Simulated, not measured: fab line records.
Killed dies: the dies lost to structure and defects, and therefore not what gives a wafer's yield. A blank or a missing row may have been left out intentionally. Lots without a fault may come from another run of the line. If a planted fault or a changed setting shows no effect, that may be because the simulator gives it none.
Struck lot and sound lot, side by side | flow sky130 | 42 out of 708 route steps
Sound: these wafers, L720.2, L720.3, L720.6. Struck: wafers L731.4, L731.5 (left out: L731.3, a lot-mate that was not struck); the cause follows at the end.
At each step with rows: each side's tool, then ch and its chambers, then its first start. Under that, the readings that differ: sound wafers | struck wafers | difference of the means | sigmas: that difference in standard deviations of wafers without a fault.
alike: readings with means less than 2 such deviations apart, plus words and numbers identical on both sides. not compared: withheld readings, readings lacking a value on some wafer, bounds such as >300 that could conceal the same value, and numbers that have no deviation in the record and whose values overlap.
The two part at a step that has a row with sigmas, a row that says differs or no value, or rows on one side only. Non-overlapping numbers with no deviation appear without sigmas and do not part them. A reading that every wafer of one side lacks parts them only if that side has two wafers or more.

SKY_PWDE_TW_MEAS_10:
  struck on filmMetro-02, day 8 13:46; sound on filmMetro-01, day 5 22:52
  alike: PWDE_TW
then, 7 steps without rows for these wafers: SKY_NWELL_DEHYDRATE_03 (time 60 s); SKY_NWELL_HMDS_04 (prime time 60 s); SKY_NWELL_COAT_05 (resist thk 3000 nm); SKY_NWELL_SOFTBAKE_06; SKY_NWELL_EXPOSE_07 (exposes mask NWM, target cd 840 nm); SKY_NWELL_PEB_08; SKY_NWELL_DEVELOP_09 (develop time 60 s).
SKY_NWELL_OVL_MEAS_10:
  struck on overlay-02, day 9 10:26; sound on overlay-01, day 6 17:28
reading           | sound          | struck  | difference | sigmas
NWELL_00_OVL (nm) | -0.5 -2.5 -1.5 | 0.1 2.6 | +2.9       | +3
then, 3 steps without rows for these wafers: SKY_NWELL_IMPLANT_11; SKY_NWELL_IMPLANT_12; SKY_NWELL_IMPLANT_13.
SKY_NWELL_STRIP_14: strips in O2/N2.
  sound on plasmaAsher-01 ch 0,1, day 6 17:57; struck on plasmaAsher-03 ch 1, day 9 10:56
  alike: drypumpMotorCurrentA, oesProductAu, stripTimeToEndpointS
  not compared: rfHoursCounterH
SKY_NWELL_TW_MEAS_15:
  struck on filmMetro-02, day 9 11:02; sound on filmMetro-01, day 6 18:04
reading  | sound          | struck    | difference | sigmas
NWELL_TW | 1856 1855 1864 | 1831 1821 | -32        | -2
then, 7 steps without rows for these wafers: SKY_NWELL_DEHYDRATE_16 (time 60 s); SKY_NWELL_HMDS_17 (prime time 60 s); SKY_NWELL_COAT_18 (resist thk 3000 nm); SKY_NWELL_SOFTBAKE_19; SKY_NWELL_EXPOSE_20 (exposes mask NWM COMPLEMENT, target cd 840 nm); SKY_NWELL_PEB_21; SKY_NWELL_DEVELOP_22 (develop time 60 s).
SKY_NWELL_OVL_MEAS_23:
  struck on overlay-02, day 10 09:02; sound on overlay-02, day 7 13:55
  alike: NWELL_01_OVL
then, 1 step without rows for these wafers: SKY_NWELL_IMPLANT_24.
SKY_NWELL_STRIP_25: strips in O2/N2.
  sound on plasmaAsher-02 ch 0,1, day 7 14:06; struck on plasmaAsher-01 ch 0, day 10 09:14
  alike: drypumpMotorCurrentA, oesProductAu, stripTimeToEndpointS
  not compared: rfHoursCounterH
SKY_NWELL_TW_MEAS_26:
  struck on filmMetro-03, day 10 09:20; sound on filmMetro-01, day 7 14:13
  alike: NWELL_2_TW
then, 1 step without rows for these wafers: SKY_NWELL_CLEAN_27 (cleans in SC1/SC2, time 150 s).
SKY_NWELL_RTA_28: time 30 s.
  sound on rtpAnneal-02 ch 0, day 7 14:20; struck on rtpAnneal-01 ch 0, day 10 09:27
  alike: lampPowerPct, rampDownCPerS, wafer_temp_C_max
SKY_NWELL_RS_MEAS_29: measurement is done with a four-point probe.
  struck on filmMetro-01, day 10 09:34; sound on filmMetro-02, day 7 14:26
  alike: NWELL_RS
SKY_NWELL_RS_MEAS_31: measurement is done with a four-point probe.
  struck on filmMetro-01, day 10 09:48; sound on filmMetro-02, day 7 14:41
  alike: PWDE_RS
then, 7 steps without rows for these wafers: SKY_VT_ADJUST_HVTP_DEHYDRATE_00 (time 60 s); SKY_VT_ADJUST_HVTP_HMDS_01 (prime time 60 s); SKY_VT_ADJUST_HVTP_COAT_02 (resist thk 1140 nm); SKY_VT_ADJUST_HVTP_SOFTBAKE_03 (time 60 s); SKY_VT_ADJUST_HVTP_EXPOSE_04 (exposes mask HVTPM, target cd 380 nm); SKY_VT_ADJUST_HVTP_PEB_05; SKY_VT_ADJUST_HVTP_DEVELOP_06 (develop time 60 s).
SKY_VT_ADJUST_HVTP_CD_MEAS_07: the cd target is 380 nm.
  struck on cdSem-02, day 11 09:12; sound on cdSem-02, day 8 10:08
  alike: cdNm
SKY_VT_ADJUST_HVTP_OVL_MEAS_08:
  struck on overlay-02, day 11 09:17; sound on overlay-01, day 8 10:14
  alike: VT_ADJUST_HVTP_OVL
then, 1 step without rows for these wafers: SKY_VT_ADJUST_HVTP_IMPLANT_09.
SKY_VT_ADJUST_HVTP_STRIP_10: strips in O2/N2.
  sound on plasmaAsher-03 ch 0, day 8 10:25; struck on plasmaAsher-01 ch 0,1, day 11 09:30
  alike: drypumpMotorCurrentA, oesProductAu, stripTimeToEndpointS
  not compared: rfHoursCounterH
SKY_VT_ADJUST_HVTP_TW_MEAS_11:
  struck on filmMetro-04, day 11 09:35; sound on filmMetro-04, day 8 10:31
  alike: VT_ADJUST_HVTP_TW
-- here the record skips 39 days between the struck wafers' starts before and after, leaving off in module VT_ADJUST_HVTP and picking up in module PAD_OPEN (first step shown: number 708 of the route) --
SKY_PAD_OPEN_PROBE_99:
  only the struck wafers here have rows in the record (prober-01, day 50 11:23); the sound ones have none

WHERE THEY PART
Last at SKY_PAD_OPEN_PROBE_99 as far as this record goes, first at SKY_NWELL_OVL_MEAS_10.

WHY: what the simulator had put in
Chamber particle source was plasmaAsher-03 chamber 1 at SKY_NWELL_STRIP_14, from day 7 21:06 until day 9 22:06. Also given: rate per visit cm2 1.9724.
